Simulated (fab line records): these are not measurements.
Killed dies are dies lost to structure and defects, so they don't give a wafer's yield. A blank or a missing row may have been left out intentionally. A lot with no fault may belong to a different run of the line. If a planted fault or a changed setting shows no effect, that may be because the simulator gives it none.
Matching of chambers / flow sky130 / 4 sister chambers for SKY_LI_CONTACT_CMP_24 on cmp-01
The step polishes, stops on PSG, t overpolish 20 s, target thk 0 nm. 8 wafers are shown with their chamber, then 7 later ones without.

== WAFERS WITH THEIR CHAMBER ==
wafer=L290.6; chamber=1; motor-current-A (A)=13.0; time-to-endpoint-s (s)=99
wafer=L294.2; chamber=1; motor-current-A (A)=12.7; time-to-endpoint-s (s)=99
wafer=L304.2; chamber=3; motor-current-A (A)=10.2; time-to-endpoint-s (s)=93
wafer=L304.5; chamber=2; motor-current-A (A)=12.3; time-to-endpoint-s (s)=96
wafer=L306.2; chamber=3; motor-current-A (A)=9.8; time-to-endpoint-s (s)=92
wafer=L306.5; chamber=0; motor-current-A (A)=10.7; time-to-endpoint-s (s)=92
wafer=L309.1; chamber=0; motor-current-A (A)=10.3; time-to-endpoint-s (s)=97
wafer=L309.3; chamber=2; motor-current-A (A)=11.8; time-to-endpoint-s (s)=96

== WAFERS WHOSE CHAMBER IS MISSING ==
wafer=L309.6; motor-current-A (A)=12.6; time-to-endpoint-s (s)=93
wafer=L310.3; motor-current-A (A)=10.9; time-to-endpoint-s (s)=94
wafer=L310.4; motor-current-A (A)=10.0; time-to-endpoint-s (s)=92
wafer=L310.6; motor-current-A (A)=12.4; time-to-endpoint-s (s)=95
wafer=L313.2; motor-current-A (A)=12.9; time-to-endpoint-s (s)=94
wafer=L313.4; motor-current-A (A)=10.4; time-to-endpoint-s (s)=90
wafer=L313.6; motor-current-A (A)=12.8; time-to-endpoint-s (s)=92

== CHAMBER TAKEN BY EACH ==
wafer=L309.6; from the rows above=can't be placed: 2 or 1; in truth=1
wafer=L310.3; from the rows above=can't be placed: 0 or 3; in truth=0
wafer=L310.4; from the rows above=can't be placed: 3 or 0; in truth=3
wafer=L310.6; from the rows above=can't be placed: 2 or 1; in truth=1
wafer=L313.2; from the rows above=can't be placed: 1 or 2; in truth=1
wafer=L313.4; from the rows above=can't be placed: 3 or 0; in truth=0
wafer=L313.6; from the rows above=can't be placed: 2 or 1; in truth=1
Correctly placed: 0 of 7. Not placeable from these rows: 7 (in 7, the candidates include the true chamber). Wrongly placed: 0.
How it was worked out, from the rows above alone: a wafer's distance from a chamber is the root of the sum, over the readings, of the square of ((its reading less the chamber's mean) divided by the reading's scatter). If the next closest chamber is less than 2 further off than the closest, the wafer can't be placed; otherwise it belongs to the closest. A chamber's mean is the mean of its shown wafers. The scatter: the root of (the sum of the squares of (reading less its chamber's mean) over the shown wafers, divided by (wafers less chambers)).
